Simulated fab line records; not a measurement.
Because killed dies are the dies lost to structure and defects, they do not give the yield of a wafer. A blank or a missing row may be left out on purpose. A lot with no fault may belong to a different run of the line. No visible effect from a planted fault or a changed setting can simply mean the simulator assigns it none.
Which tool is to blame?	flow gf180mcu	Sampling: 24 lots, 72 wafers, 6 of 602 route steps

== WHAT EACH GAUGE READ, for each wafer ==
The record holds no reading of a measuring or inspecting step that can be judged against a usual standard deviation.

== WHICH TOOL RAN EACH LOT (tool, then ch and the chambers of the sampled wafers, then the start) ==
lot	GF_M2_STRIP_17	GF_M3_SPUTTER_04	GF_V3_ETCH_16	GF_M4_METAL_ETCH_16	GF_MIM_SPUTTER_03	GF_V5_ETCH_17
L074	plasma_asher-04 ch 0,1, day 19 04:22	pvd_sputter-03, day 20 07:08	rie_diel-03 ch 1,2,3, day 22 08:17	rie_metal-02 ch 0,1, day 23 08:53	pvd_sputter-02, day 24 10:28	rie_diel-02 ch 0,2, no start
L075	plasma_asher-04 ch 0,1, day 19 11:04	pvd_sputter-04, day 20 14:38	rie_diel-04 ch 0,1,3, day 22 15:32	rie_metal-03 ch 0,1, day 23 15:49	pvd_sputter-03, day 24 17:11	rie_diel-04 ch 1,2,3, no start
L076	plasma_asher-02 ch 0,1, day 19 17:12	pvd_sputter-04, day 20 20:20	rie_diel-03 ch 0,2,3, day 22 21:56	rie_metal-03 ch 0,1, day 23 22:31	pvd_sputter-02, day 24 23:39	rie_diel-02 ch 0,1,2, no start
L077	plasma_asher-01 ch 0,1, day 20 12:14	pvd_sputter-03, day 21 15:10	rie_diel-01 ch 1,2, day 23 14:41	rie_metal-04 ch 0,1, day 24 14:43	pvd_sputter-02, day 25 15:14	rie_diel-04 ch 1,2,3, no start
L078	plasma_asher-04 ch 0,1, day 20 18:54	pvd_sputter-04, day 21 21:29	rie_diel-04 ch 1,2, day 23 21:07	rie_metal-02 ch 0,1, day 24 21:08	pvd_sputter-03, day 25 20:55	rie_diel-01 ch 1,3, no start
L079	plasma_asher-02 ch 0,1, day 20 22:44	pvd_sputter-03, day 22 01:34	rie_diel-03 ch 0,2,3, day 24 00:47	rie_metal-04 ch 0,1, day 24 23:49	pvd_sputter-02, day 26 00:01	rie_diel-01 ch 0,2, no start
L080	plasma_asher-04 ch 0,1, day 21 13:22	pvd_sputter-04, day 22 15:47	rie_diel-04 ch 0,1,3, day 24 14:29	rie_metal-03 ch 0,1, day 25 14:11	pvd_sputter-04, day 26 14:31	rie_diel-01 ch 0,3, no start
L081	plasma_asher-01 ch 0, day 22 00:37	pvd_sputter-02, day 23 02:41	rie_diel-04 ch 0,1,2, day 25 00:38	rie_metal-03 ch 0,1, day 25 23:28	pvd_sputter-02, day 26 23:26	rie_diel-04 ch 0,3, no start
L082	plasma_asher-01 ch 0,1, day 22 04:46	pvd_sputter-02, day 23 05:55	rie_diel-01 ch 1,2, day 25 03:38	rie_metal-04 ch 0,1, day 26 02:50	pvd_sputter-04, day 27 02:10	rie_diel-04 ch 0,2,3, no start
L083	plasma_asher-02 ch 0,1, day 22 15:56	pvd_sputter-04, day 23 18:26	rie_diel-03 ch 0,1, day 25 15:38	rie_metal-03 ch 1, day 26 14:10	pvd_sputter-03, day 27 14:13	rie_diel-04 ch 0,1, no start
L084	plasma_asher-01 ch 0,1, day 22 23:59	pvd_sputter-02, day 24 01:10	rie_diel-04 ch 0,3, day 25 22:32	rie_metal-02 ch 0,1, day 26 21:01	pvd_sputter-02, day 27 20:35	rie_diel-04 ch 0,3, no start
L085	plasma_asher-02 ch 0,1, day 23 06:19	pvd_sputter-04, day 24 07:31	rie_diel-04 ch 0,2,3, day 26 04:20	rie_metal-04 ch 0,1, day 27 02:51	pvd_sputter-03, day 28 01:18	rie_diel-04 ch 1,2,3, no start
L086	plasma_asher-04 ch 0,1, day 23 14:50	pvd_sputter-02, day 24 15:14	rie_diel-03 ch 1,3, day 26 11:41	rie_metal-02 ch 1, day 27 09:48	pvd_sputter-03, day 28 08:52	rie_diel-02 ch 0,1,2, no start
L087	plasma_asher-01 ch 0,1, day 23 23:47	pvd_sputter-04, day 25 00:42	rie_diel-03 ch 0,2,3, day 26 20:29	rie_metal-02 ch 0,1, day 27 18:15	pvd_sputter-04, day 28 17:11	rie_diel-01 ch 0,1,3, no start
L088	plasma_asher-02 ch 0,1, day 24 05:52	pvd_sputter-02, day 25 06:47	rie_diel-04 ch 0,2,3, day 27 01:09	rie_metal-03 ch 0,1, day 27 23:17	pvd_sputter-03, day 28 22:17	rie_diel-01 ch 1,2,3, no start
L089	plasma_asher-04 ch 0,1, day 24 19:35	pvd_sputter-04, day 25 19:40	rie_diel-04 ch 1,2, day 27 14:23	rie_metal-04 ch 0,1, day 28 11:07	pvd_sputter-02, day 29 09:40	rie_diel-01 ch 0,1, no start
L090	plasma_asher-02 ch 0,1, day 24 21:41	pvd_sputter-02, day 25 21:43	rie_diel-03 ch 1,2,3, day 27 16:17	rie_metal-04 ch 0,1, day 28 13:49	pvd_sputter-02, day 29 12:01	rie_diel-04 ch 1,3, no start
L091	plasma_asher-04 ch 0,1, day 25 03:38	pvd_sputter-02, day 26 03:11	rie_diel-01 ch 0,1, day 27 21:35	rie_metal-04 ch 0,1, day 28 18:31	pvd_sputter-03, day 29 15:56	rie_diel-04 ch 0,1, no start
L092	plasma_asher-02 ch 0,1, day 25 12:27	pvd_sputter-03, day 26 12:08	rie_diel-01 ch 0,1,2, day 28 05:08	rie_metal-03 ch 0,1, day 29 01:59	pvd_sputter-04, day 29 23:31	rie_diel-02 ch 0,1,2, no start
L093	plasma_asher-02 ch 0,1, day 25 22:04	pvd_sputter-03, day 26 21:34	rie_diel-04 ch 0,1,3, day 28 14:39	rie_metal-02 ch 0,1, day 29 11:46	pvd_sputter-02, day 30 09:25	rie_diel-04 ch 0,2, no start
L094	plasma_asher-04 ch 0,1, day 26 06:41	pvd_sputter-04, day 27 06:05	rie_diel-03 ch 1,3, day 28 22:11	rie_metal-04 ch 0,1, day 29 18:37	pvd_sputter-02, day 30 16:02	rie_diel-01 ch 1,2, no start
L095	plasma_asher-04 ch 0,1, day 26 11:41	pvd_sputter-04, day 27 11:01	rie_diel-04 ch 0,2, day 29 04:06	rie_metal-04 ch 0,1, day 30 00:20	pvd_sputter-02, day 30 22:43	rie_diel-02 ch 0,2, no start
L096	plasma_asher-02 ch 0,1, day 26 21:06	pvd_sputter-03, day 27 20:08	rie_diel-01 ch 2,3, day 29 12:23	rie_metal-02 ch 0,1, day 30 08:49	pvd_sputter-04, day 31 06:17	rie_diel-04 ch 2,3, no start
L097	plasma_asher-01 ch 0,1, day 27 05:31	pvd_sputter-03, day 28 04:44	rie_diel-01 ch 0,2, day 29 20:20	rie_metal-02 ch 0,1, day 30 16:26	pvd_sputter-03, day 31 13:04	rie_diel-02 ch 0,1,3, no start
- GF_M2_STRIP_17: strips in O2/N2.
- GF_M3_SPUTTER_04: material TiN, target thk 50 nm, time 41.7 s.
- GF_V3_ETCH_16: etches BARC in N2/H2.
- GF_M4_METAL_ETCH_16: etches the open film in Cl2/BCl3, stops on SiO2, target depth 750.8 nm, time 125.1 s.
- GF_MIM_SPUTTER_03: material Ti, target thk 10 nm, time 6.7 s.
- GF_V5_ETCH_17: etches SiO2 in C4F8/O2/Ar, stops on TiN, target depth 855 nm.

== AS READ BY THE TOOLS THEMSELVES (means over the sampled wafers that have a number; for cases with no such wafer, the mark the record gives instead) ==
GF_M2_STRIP_17.
lot	tool	drypump_motor_current_A (A)	heater_power_w (W)	oes_product_au (a.u.)	strip_time_to_endpoint_s (s)
L074	plasma_asher-04	5.0	340	0.537	7.34
L075	plasma_asher-04	5.0	330	0.543	7.43
L076	plasma_asher-02	5.6	279	0.542	7.39
L077	plasma_asher-01	6.2	314	0.534	7.33
L078	plasma_asher-04	5.1	312	0.537	7.32
L079	plasma_asher-02	5.5	291	0.534	7.35
L080	plasma_asher-04	5.0	318	0.531	7.31
L081	plasma_asher-01	6.5	310	0.533	7.26
L082	plasma_asher-01	5.7	327	0.542	7.47
L083	plasma_asher-02	5.6	279	0.537	7.41
L084	plasma_asher-01	5.6	327	0.538	7.34
L085	plasma_asher-02	5.4	293	0.533	7.36
L086	plasma_asher-04	5.1	315	0.535	7.31
L087	plasma_asher-01	6.1	318	0.541	7.38
L088	plasma_asher-02	5.6	280	0.536	7.38
L089	plasma_asher-04	5.0	332	0.539	7.38
L090	plasma_asher-02	5.5	275	0.540	7.41
L091	plasma_asher-04	5.0	336	0.539	7.40
L092	plasma_asher-02	5.4	293	0.533	7.31
L093	plasma_asher-02	5.6	283	0.543	7.45
L094	plasma_asher-04	5.0	314	0.538	7.36
L095	plasma_asher-04	5.0	314	0.541	7.41
L096	plasma_asher-02	5.6	284	0.537	7.39
L097	plasma_asher-01	6.2	320	0.534	7.40

GF_M3_SPUTTER_04.
lot	tool	throttle_valve_pct (%)
L074	pvd_sputter-03	30.4
L075	pvd_sputter-04	29.7
L076	pvd_sputter-04	29.8
L077	pvd_sputter-03	29.7
L078	pvd_sputter-04	29.9
L079	pvd_sputter-03	30.3
L080	pvd_sputter-04	30.0
L081	pvd_sputter-02	28.6
L082	pvd_sputter-02	28.5
L083	pvd_sputter-04	29.5
L084	pvd_sputter-02	28.9
L085	pvd_sputter-04	29.8
L086	pvd_sputter-02	28.6
L087	pvd_sputter-04	29.6
L088	pvd_sputter-02	28.8
L089	pvd_sputter-04	29.8
L090	pvd_sputter-02	28.7
L091	pvd_sputter-02	29.0
L092	pvd_sputter-03	30.4
L093	pvd_sputter-03	30.5
L094	pvd_sputter-04	29.3
L095	pvd_sputter-04	29.5
L096	pvd_sputter-03	30.3
L097	pvd_sputter-03	29.7

GF_V3_ETCH_16.
lot	tool	drypump_motor_current_A (A)	oes_product_au (a.u.)	throttle_valve_pct (%)
L074	rie_diel-03	5.8	0.861	13.229
L075	rie_diel-04	5.4	0.854	13.225
L076	rie_diel-03	5.8	0.857	13.227
L077	rie_diel-01	5.6	0.854	13.216
L078	rie_diel-04	5.9	0.858	13.229
L079	rie_diel-03	5.8	0.857	13.226
L080	rie_diel-04	5.5	0.854	13.222
L081	rie_diel-04	5.6	0.856	13.235
L082	rie_diel-01	5.3	0.849	13.224
L083	rie_diel-03	5.1	0.853	13.230
L084	rie_diel-04	5.1	0.854	13.224
L085	rie_diel-04	5.4	0.855	13.216
L086	rie_diel-03	5.4	0.853	13.221
L087	rie_diel-03	5.8	0.859	13.228
L088	rie_diel-04	5.4	0.854	13.225
L089	rie_diel-04	5.9	0.856	13.226
L090	rie_diel-03	5.8	0.855	13.226
L091	rie_diel-01	5.9	0.859	13.225
L092	rie_diel-01	5.6	0.857	13.216
L093	rie_diel-04	5.4	0.853	13.235
L094	rie_diel-03	5.4	0.853	13.237
L095	rie_diel-04	5.2	0.852	13.225
L096	rie_diel-01	5.6	0.856	13.229
L097	rie_diel-01	5.6	0.853	13.227

GF_M4_METAL_ETCH_16.
lot	tool	drypump_motor_current_A (A)	oes_product_au (a.u.)	throttle_valve_pct (%)
L074	rie_metal-02	5.7	0.981	28.228
L075	rie_metal-03	5.7	0.988	28.233
L076	rie_metal-03	5.4	0.996	28.236
L077	rie_metal-04	6.0	0.991	28.220
L078	rie_metal-02	5.7	0.986	28.239
L079	rie_metal-04	5.6	0.996	28.228
L080	rie_metal-03	5.6	0.998	28.228
L081	rie_metal-03	5.4	0.990	28.232
L082	rie_metal-04	6.0	0.995	28.222
L083	rie_metal-03	5.9	0.992	28.242
L084	rie_metal-02	5.7	0.987	28.224
L085	rie_metal-04	5.7	0.997	28.224
L086	rie_metal-02	5.5	0.987	28.229
L087	rie_metal-02	5.7	0.989	28.230
L088	rie_metal-03	5.6	0.991	28.229
L089	rie_metal-04	5.7	0.995	28.221
L090	rie_metal-04	6.0	0.992	28.223
L091	rie_metal-04	6.0	0.995	28.235
L092	rie_metal-03	5.4	0.990	28.226
L093	rie_metal-02	5.9	0.987	28.230
L094	rie_metal-04	6.0	0.993	28.223
L095	rie_metal-04	5.9	0.990	28.229
L096	rie_metal-02	5.9	0.986	28.235
L097	rie_metal-02	5.7	0.989	28.236

GF_MIM_SPUTTER_03.
lot	tool	throttle_valve_pct (%)
L074	pvd_sputter-02	28.7
L075	pvd_sputter-03	30.5
L076	pvd_sputter-02	29.0
L077	pvd_sputter-02	28.9
L078	pvd_sputter-03	29.4
L079	pvd_sputter-02	29.0
L080	pvd_sputter-04	29.8
L081	pvd_sputter-02	28.6
L082	pvd_sputter-04	29.9
L083	pvd_sputter-03	30.1
L084	pvd_sputter-02	28.7
L085	pvd_sputter-03	30.5
L086	pvd_sputter-03	29.6
L087	pvd_sputter-04	29.4
L088	pvd_sputter-03	31.3
L089	pvd_sputter-02	28.8
L090	pvd_sputter-02	29.3
L091	pvd_sputter-03	30.2
L092	pvd_sputter-04	29.5
L093	pvd_sputter-02	28.9
L094	pvd_sputter-02	29.1
L095	pvd_sputter-02	28.5
L096	pvd_sputter-04	29.9
L097	pvd_sputter-03	29.5

GF_V5_ETCH_17.
lot	tool	oes_product_au (a.u.)
L074	rie_diel-02	0.857
L075	rie_diel-04	0.863
L076	rie_diel-02	0.861
L077	rie_diel-04	0.864
L078	rie_diel-01	0.859
L079	rie_diel-01	0.858
L080	rie_diel-01	0.861
L081	rie_diel-04	0.868
L082	rie_diel-04	0.859
L083	rie_diel-04	0.863
L084	rie_diel-04	0.865
L085	rie_diel-04	0.857
L086	rie_diel-02	0.858
L087	rie_diel-01	0.858
L088	rie_diel-01	0.858
L089	rie_diel-01	0.862
L090	rie_diel-04	0.862
L091	rie_diel-04	0.858
L092	rie_diel-02	0.861
L093	rie_diel-04	0.857
L094	rie_diel-01	0.861
L095	rie_diel-02	0.859
L096	rie_diel-04	0.859
L097	rie_diel-02	0.860

== THE ANSWER, worked out from the rows above alone ==
Rule: the usual values come from the lots themselves. Put in order of their means at a reading, lots are off if they are a third of the lots or fewer, leave a main group of 4 or more, and stand apart from it by a gap of 3 or more times the standard deviation of the main group's means; of several such gaps the widest counts. Not used: any main group whose means are identical at the precision the tables above print for the reading. Also off: a lot with no number at a reading for which 4 or more lots have one. Where the step has rows for the other lots, those lots are counted as sound. After the gauges, taken in route order, come the tools' own readings; for these a lot's mean is taken, as printed above. The first step at which some lot is off is used, and at that step the reading that is off furthest; a lot without a number counts as furthest.
None of the lots is off at any reading shown; this tells nothing.

== WHAT THE SIMULATOR HAD INSERTED ==
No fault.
